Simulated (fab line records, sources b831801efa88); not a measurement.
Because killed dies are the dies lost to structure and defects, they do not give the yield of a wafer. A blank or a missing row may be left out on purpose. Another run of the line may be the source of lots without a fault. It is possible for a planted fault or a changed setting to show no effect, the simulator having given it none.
The tool behind it: which one? / flow gf180mcu / Sampling: 13 lots, 39 wafers, 6 of 602 route steps

## WHAT THE GAUGES READ, wafer by wafer
GF_V1_THK_MEAS_01. Usual: V1_CVD_00_THK gives 599 nm (standard deviation 5.2).
lot=L307; measured=day 16 20:20; on=film_metro-02; V1_CVD_00_THK (nm)=595 603 594; flag=
lot=L308; measured=day 17 02:20; on=film_metro-03; V1_CVD_00_THK (nm)=591 592 603; flag=
lot=L309; measured=day 17 12:10; on=film_metro-04; V1_CVD_00_THK (nm)=607 598 604; flag=
lot=L310; measured=day 18 22:02; on=film_metro-02; V1_CVD_00_THK (nm)=593 596 595; flag=
lot=L312; measured=day 19 12:42; on=film_metro-02; V1_CVD_00_THK (nm)=599 603 607; flag=
lot=L313; measured=day 20 02:34; on=film_metro-03; V1_CVD_00_THK (nm)=596 596 589; flag=
lot=L314; measured=day 20 16:19; on=film_metro-03; V1_CVD_00_THK (nm)=603 603 597; flag=
lot=L316; measured=day 21 08:00; on=film_metro-02; V1_CVD_00_THK (nm)=600 596 584; flag=
lot=L325; measured=day 23 17:52; on=film_metro-04; V1_CVD_00_THK (nm)=598 589 604; flag=
lot=L326; measured=day 24 01:59; on=film_metro-04; V1_CVD_00_THK (nm)=600 600 597; flag=
lot=L327; measured=day 24 11:13; on=film_metro-02; V1_CVD_00_THK (nm)=600 591 602; flag=
lot=L328; measured=day 24 13:11; on=film_metro-02; V1_CVD_00_THK (nm)=602 604 605; flag=
lot=L329; measured=day 24 21:39; on=film_metro-02; V1_CVD_00_THK (nm)=604 599 600; flag=

GF_M2_RS_MEAS_05: a four-point-probe measurement. Usual: M2_ALCU_RS gives 0.0689 ohm/sq (standard deviation 0.0007).
lot=L307; measured=day 17 21:35; on=film_metro-01; M2_ALCU_RS (ohm/sq)=0.0691 0.0693 0.0689; flag=
lot=L308; measured=day 18 03:41; on=film_metro-01; M2_ALCU_RS (ohm/sq)=0.0678 0.0687 0.0683; flag=
lot=L309; measured=day 18 13:31; on=film_metro-02; M2_ALCU_RS (ohm/sq)=0.0702 0.0687 0.0697; flag=
lot=L310; measured=day 20 00:34; on=film_metro-03; M2_ALCU_RS (ohm/sq)=0.0689 0.0700 0.0687; flag=
lot=L312; measured=day 20 14:58; on=film_metro-02; M2_ALCU_RS (ohm/sq)=0.0687 0.0699 0.0699; flag=
lot=L313; measured=day 21 04:56; on=film_metro-02; M2_ALCU_RS (ohm/sq)=0.0682 0.0686 0.0680; flag=
lot=L314; measured=day 21 18:44; on=film_metro-01; M2_ALCU_RS (ohm/sq)=0.0417 0.0680 0.0689; flag=OFF
lot=L316; measured=day 22 09:59; on=film_metro-02; M2_ALCU_RS (ohm/sq)=0.0420 0.0692 0.0424; flag=OFF
lot=L325; measured=day 24 18:46; on=film_metro-03; M2_ALCU_RS (ohm/sq)=0.0678 0.0690 0.0687; flag=
lot=L326; measured=day 25 02:37; on=film_metro-03; M2_ALCU_RS (ohm/sq)=0.0690 0.0693 0.0693; flag=
lot=L327; measured=day 25 11:29; on=film_metro-03; M2_ALCU_RS (ohm/sq)=0.0685 0.0685 0.0681; flag=
lot=L328; measured=day 25 12:28; on=film_metro-03; M2_ALCU_RS (ohm/sq)=0.0696 0.0686 0.0695; flag=
lot=L329; measured=day 25 21:19; on=film_metro-03; M2_ALCU_RS (ohm/sq)=0.0686 0.0687 0.0681; flag=

GF_M2_THK_MEAS_06: measures by xrf. Usual: M2_ALCU_THK gives 453 nm (standard deviation 5.2).
lot=L307; measured=day 17 21:41; on=film_metro-01; M2_ALCU_THK (nm)=452 449 452; flag=
lot=L308; measured=day 18 03:46; on=film_metro-01; M2_ALCU_THK (nm)=462 454 457; flag=
lot=L309; measured=day 18 13:37; on=film_metro-02; M2_ALCU_THK (nm)=445 450 445; flag=
lot=L310; measured=day 20 00:39; on=film_metro-03; M2_ALCU_THK (nm)=452 448 453; flag=
lot=L312; measured=day 20 15:05; on=film_metro-02; M2_ALCU_THK (nm)=456 446 445; flag=
lot=L313; measured=day 21 05:04; on=film_metro-02; M2_ALCU_THK (nm)=455 452 458; flag=
lot=L314; measured=day 21 18:52; on=film_metro-01; M2_ALCU_THK (nm)=747 461 455; flag=OFF
lot=L316; measured=day 22 10:05; on=film_metro-02; M2_ALCU_THK (nm)=739 450 730; flag=OFF
lot=L325; measured=day 24 18:53; on=film_metro-03; M2_ALCU_THK (nm)=460 450 451; flag=
lot=L326; measured=day 25 02:43; on=film_metro-03; M2_ALCU_THK (nm)=453 454 454; flag=
lot=L327; measured=day 25 11:36; on=film_metro-03; M2_ALCU_THK (nm)=456 458 463; flag=
lot=L328; measured=day 25 12:35; on=film_metro-03; M2_ALCU_THK (nm)=450 457 451; flag=
lot=L329; measured=day 25 21:25; on=film_metro-03; M2_ALCU_THK (nm)=455 457 458; flag=

GF_M2_OVL_MEAS_15. Usual: M2_OVL gives -2 nm (standard deviation 5.1).
lot=L307; measured=day 18 21:57; on=overlay-01; M2_OVL (nm)=-3 -9 -2; flag=
lot=L308; measured=day 19 03:00; on=overlay-02; M2_OVL (nm)=-11 -6 -8; flag=
lot=L309; measured=day 19 12:38; on=overlay-01; M2_OVL (nm)=3 3 3; flag=
lot=L310; measured=day 21 00:26; on=overlay-01; M2_OVL (nm)=-5 2 -3; flag=
lot=L312; measured=day 21 14:32; on=overlay-02; M2_OVL (nm)=1 1 0; flag=
lot=L313; measured=day 22 05:02; on=overlay-01; M2_OVL (nm)=-8 -9 -12; flag=
lot=L314; measured=day 22 18:26; on=overlay-01; M2_OVL (nm)=-4 -11 -4; flag=
lot=L316; measured=day 23 09:14; on=overlay-02; M2_OVL (nm)=-1 3 1; flag=
lot=L325; measured=day 25 15:58; on=overlay-01; M2_OVL (nm)=-14 2 -7; flag=
lot=L326; measured=day 25 23:00; on=overlay-02; M2_OVL (nm)=-1 0 -2; flag=
lot=L327; measured=day 26 08:32; on=overlay-02; M2_OVL (nm)=3 4 5; flag=
lot=L328; measured=day 26 09:14; on=overlay-01; M2_OVL (nm)=-9 -8 -6; flag=
lot=L329; measured=day 26 17:52; on=overlay-01; M2_OVL (nm)=-4 2 -1; flag=

## WHAT TOOL EACH LOT RAN ON (gives the tool, then ch and the chambers of the sampled wafers, and finally the start)
lot=L307; GF_M1_SPUTTER_01=pvd_sputter-03, day 15 20:46; GF_M2_SPUTTER_02=pvd_sputter-03, day 17 21:26
lot=L308; GF_M1_SPUTTER_01=pvd_sputter-03, day 16 02:39; GF_M2_SPUTTER_02=pvd_sputter-03, day 18 03:32
lot=L309; GF_M1_SPUTTER_01=pvd_sputter-03, day 16 12:03; GF_M2_SPUTTER_02=pvd_sputter-01, day 18 13:23
lot=L310; GF_M1_SPUTTER_01=pvd_sputter-03, day 17 20:45; GF_M2_SPUTTER_02=pvd_sputter-03, day 20 00:25
lot=L312; GF_M1_SPUTTER_01=pvd_sputter-01, day 18 12:01; GF_M2_SPUTTER_02=pvd_sputter-03, day 20 14:52
lot=L313; GF_M1_SPUTTER_01=pvd_sputter-03, day 19 01:18; GF_M2_SPUTTER_02=pvd_sputter-01, day 21 04:51
lot=L314; GF_M1_SPUTTER_01=pvd_sputter-02, day 19 15:06; GF_M2_SPUTTER_02=pvd_sputter-03, day 21 18:39
lot=L316; GF_M1_SPUTTER_01=pvd_sputter-01, day 20 03:51; GF_M2_SPUTTER_02=pvd_sputter-03, day 22 09:51
lot=L325; GF_M1_SPUTTER_01=pvd_sputter-03, day 22 18:02; GF_M2_SPUTTER_02=pvd_sputter-04, day 24 18:40
lot=L326; GF_M1_SPUTTER_01=pvd_sputter-01, day 23 03:06; GF_M2_SPUTTER_02=pvd_sputter-04, day 25 02:28
lot=L327; GF_M1_SPUTTER_01=pvd_sputter-01, day 23 12:20; GF_M2_SPUTTER_02=pvd_sputter-03, day 25 11:23
lot=L328; GF_M1_SPUTTER_01=pvd_sputter-01, day 23 13:21; GF_M2_SPUTTER_02=pvd_sputter-03, day 25 12:23
lot=L329; GF_M1_SPUTTER_01=pvd_sputter-03, day 23 22:55; GF_M2_SPUTTER_02=pvd_sputter-04, day 25 21:12
- GF_M1_SPUTTER_01: material TiN, target thk 30 nm, time 25 s.
- GF_M2_SPUTTER_02: material AlCu, target thk 450 nm, time 23.9 s.

## WHAT THE TOOLS THEMSELVES READ (means of the sampled wafers that have a number; where no wafer has one, the mark that the record gives instead)
GF_M1_SPUTTER_01. Usual: throttle_valve_pct 30.3 %, standard deviation 1.1.
lot=L307; tool=pvd_sputter-03; throttle_valve_pct (%)=29.9; flag=
lot=L308; tool=pvd_sputter-03; throttle_valve_pct (%)=29.8; flag=
lot=L309; tool=pvd_sputter-03; throttle_valve_pct (%)=30.1; flag=
lot=L310; tool=pvd_sputter-03; throttle_valve_pct (%)=29.4; flag=
lot=L312; tool=pvd_sputter-01; throttle_valve_pct (%)=31.0; flag=
lot=L313; tool=pvd_sputter-03; throttle_valve_pct (%)=30.0; flag=
lot=L314; tool=pvd_sputter-02; throttle_valve_pct (%)=29.8; flag=
lot=L316; tool=pvd_sputter-01; throttle_valve_pct (%)=30.9; flag=
lot=L325; tool=pvd_sputter-03; throttle_valve_pct (%)=30.1; flag=
lot=L326; tool=pvd_sputter-01; throttle_valve_pct (%)=30.0; flag=
lot=L327; tool=pvd_sputter-01; throttle_valve_pct (%)=30.1; flag=
lot=L328; tool=pvd_sputter-01; throttle_valve_pct (%)=30.1; flag=
lot=L329; tool=pvd_sputter-03; throttle_valve_pct (%)=29.3; flag=

GF_M2_SPUTTER_02. Usual: throttle_valve_pct 30.1 %, standard deviation 1.1.
lot=L307; tool=pvd_sputter-03; throttle_valve_pct (%)=30.1; flag=
lot=L308; tool=pvd_sputter-03; throttle_valve_pct (%)=30.0; flag=
lot=L309; tool=pvd_sputter-01; throttle_valve_pct (%)=30.7; flag=
lot=L310; tool=pvd_sputter-03; throttle_valve_pct (%)=29.9; flag=
lot=L312; tool=pvd_sputter-03; throttle_valve_pct (%)=30.3; flag=
lot=L313; tool=pvd_sputter-01; throttle_valve_pct (%)=30.9; flag=
lot=L314; tool=pvd_sputter-03; throttle_valve_pct (%)=29.9; flag=
lot=L316; tool=pvd_sputter-03; throttle_valve_pct (%)=30.1; flag=
lot=L325; tool=pvd_sputter-04; throttle_valve_pct (%)=28.9; flag=
lot=L326; tool=pvd_sputter-04; throttle_valve_pct (%)=29.7; flag=
lot=L327; tool=pvd_sputter-03; throttle_valve_pct (%)=30.1; flag=
lot=L328; tool=pvd_sputter-03; throttle_valve_pct (%)=30.0; flag=
lot=L329; tool=pvd_sputter-04; throttle_valve_pct (%)=29.0; flag=

## THE ANSWER, worked out from the rows above alone
Rule: a lot counts as off when the mean over its wafers that have a number is more than 3 standard deviations away from the usual mean. Also off: a lot with no number at a reading for which 4 or more lots have one. All remaining lots with rows at the step are treated as sound. The gauges are gone through in route order, then the tools' own readings, and for those a lot's mean is taken as printed above. The first step at which some lot is off is used, and at that step the reading that is off furthest; a lot without a number counts as furthest.
Off: at GF_M2_RS_MEAS_05 (M2_ALCU_RS), L314, L316.
If a tool, at a process step before that reading, ran all the lots that are off and no sound lot after the first of them, it fits. Gauges at GF_M2_RS_MEAS_05: tried the same way as those tools. Not one of the candidates tried fits.

## WHAT THE SIMULATOR HAD PUT IN
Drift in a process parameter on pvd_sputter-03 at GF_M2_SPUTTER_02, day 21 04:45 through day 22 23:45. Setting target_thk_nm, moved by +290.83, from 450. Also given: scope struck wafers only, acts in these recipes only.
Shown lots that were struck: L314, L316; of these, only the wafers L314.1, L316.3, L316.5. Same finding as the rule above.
